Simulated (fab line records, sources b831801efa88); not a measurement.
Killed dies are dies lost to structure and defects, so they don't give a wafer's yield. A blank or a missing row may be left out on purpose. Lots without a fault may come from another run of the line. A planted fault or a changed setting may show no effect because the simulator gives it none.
Which tool did it? | flow sky130 | 6 lots, 18 wafers sampled, at 3 steps of a route of 708

WHAT THE GAUGES READ, wafer by wafer
SKY_SD_N_CD_MEAS_07: target cd 380 nm.
lot  | measured     | on        | cd_nm (nm)
L899 | day 28 09:25 | cd_sem-01 | 385 383 386
L905 | day 30 11:33 | cd_sem-01 | 380 378 380
L907 | day 31 01:52 | cd_sem-02 | 383 385 387
L913 | day 33 03:40 | cd_sem-01 | 377 374 374
L916 | day 33 22:29 | cd_sem-02 | 383 383 380
L919 | day 34 21:58 | cd_sem-01 | 376 375 377

WHICH TOOL RAN EACH LOT (tool, then ch and the chambers of the sampled wafers, then the start)
lot  | SKY_POLY_CUT_ETCH_10               | SKY_RES_XHIGH_IMPLANT_07
L899 | rie_diel-02 ch 0,1, day 24 17:22   | implanter-04 ch 0, day 27 05:20
L905 | rie_diel-01 ch 1,2,3, day 26 21:35 | implanter-02 ch 0, day 29 07:20
L907 | rie_diel-01 ch 0,1,3, day 27 14:32 | implanter-02 ch 0, day 29 22:21
L913 | rie_diel-03 ch 0,1,2, day 29 17:34 | implanter-02 ch 0, day 32 00:14
L916 | rie_diel-03 ch 0,1, day 30 14:26   | implanter-02 ch 0, day 32 20:07
L919 | rie_diel-02 ch 0,2, day 31 13:22   | implanter-03 ch 0, day 33 18:51
- SKY_POLY_CUT_ETCH_10: etches BARC in N2/H2, stops on SiO2, time 45.9 s, target depth 60 nm.
- SKY_RES_XHIGH_IMPLANT_07

THE ANSWER, worked out from the rows above alone
Rule: what is usual is taken from the lots themselves. Put in order of their means at a reading, lots are off if they are a third of the lots or fewer, leave a main group of 4 or more, and stand apart from it by a gap of 3 or more times the standard deviation of the main group's means; of several such gaps the widest counts. A main group whose means are all the same, to the digits that the tables above print for the reading, isn't used. A lot without any number at a reading at which 4 lots or more have one is off too. The other lots that the step has rows for count as sound.
No lot is off at any reading shown: from this, nothing can be told.

WHAT THE SIMULATOR HAD PUT IN
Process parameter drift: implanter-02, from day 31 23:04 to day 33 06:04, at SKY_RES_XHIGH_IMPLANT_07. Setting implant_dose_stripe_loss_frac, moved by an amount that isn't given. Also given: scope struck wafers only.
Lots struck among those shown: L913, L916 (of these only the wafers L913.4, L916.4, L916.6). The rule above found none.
